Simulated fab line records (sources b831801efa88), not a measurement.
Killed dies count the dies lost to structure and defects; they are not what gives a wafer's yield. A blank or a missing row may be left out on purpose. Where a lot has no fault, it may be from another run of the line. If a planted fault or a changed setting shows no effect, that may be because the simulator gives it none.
Matching of chambers :: flow sky130 :: pecvd-01 running SKY_PASSIVATION_CVD_00: 3 sister chambers
The step deposits SiO2, target thk 90 nm. 6 wafers are shown with their chamber, then 8 later ones without.

## EACH WAFER AND ITS CHAMBER
wafer: L091.1
chamber: 1
heater power w (W): 552

wafer: L091.5
chamber: 1
heater power w (W): 553

wafer: L093.1
chamber: 0
heater power w (W): 598

wafer: L093.2
chamber: 2
heater power w (W): 572

wafer: L093.4
chamber: 0
heater power w (W): 605

wafer: L095.3
chamber: 2
heater power w (W): 506

## WAFERS WHOSE CHAMBER IS MISSING
wafer: L095.4
heater power w (W): 599

wafer: L095.5
heater power w (W): 520

wafer: L096.1
heater power w (W): 547

wafer: L096.2
heater power w (W): 686

wafer: L096.4
heater power w (W): 693

wafer: L097.4
heater power w (W): 537

wafer: L097.5
heater power w (W): 612

wafer: L097.6
heater power w (W): 722

## THE CHAMBER EACH PASSED THROUGH
wafer: L095.4
from the rows above: can't be placed: 0 or 1
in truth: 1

wafer: L095.5
from the rows above: can't be placed: 2 or 1
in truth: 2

wafer: L096.1
from the rows above: can't be placed: 1 or 2 or 0
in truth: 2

wafer: L096.2
from the rows above: can't be placed: 0 or 1
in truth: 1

wafer: L096.4
from the rows above: can't be placed: 0 or 1
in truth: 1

wafer: L097.4
from the rows above: can't be placed: 2 or 1
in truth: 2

wafer: L097.5
from the rows above: can't be placed: 0 or 1
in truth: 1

wafer: L097.6
from the rows above: can't be placed: 0 or 1
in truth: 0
0 of 8 placed correctly. Not placeable from these rows: 8 (in 8, the candidates include the true chamber). Wrongly placed: 0.
How it was worked out, from the rows above alone: a wafer's distance from a chamber is the root of the sum, over the readings, of the square of ((its reading less the chamber's mean) divided by the reading's scatter). The wafer belongs to the nearest chamber; if the next one is less than 2 further off, it can't be placed. For every chamber, the mean is computed from those of its wafers that are shown. The scatter: take each reading less its chamber's mean, square it, sum over the shown wafers, divide by the number of wafers less the number of chambers, and take the root.
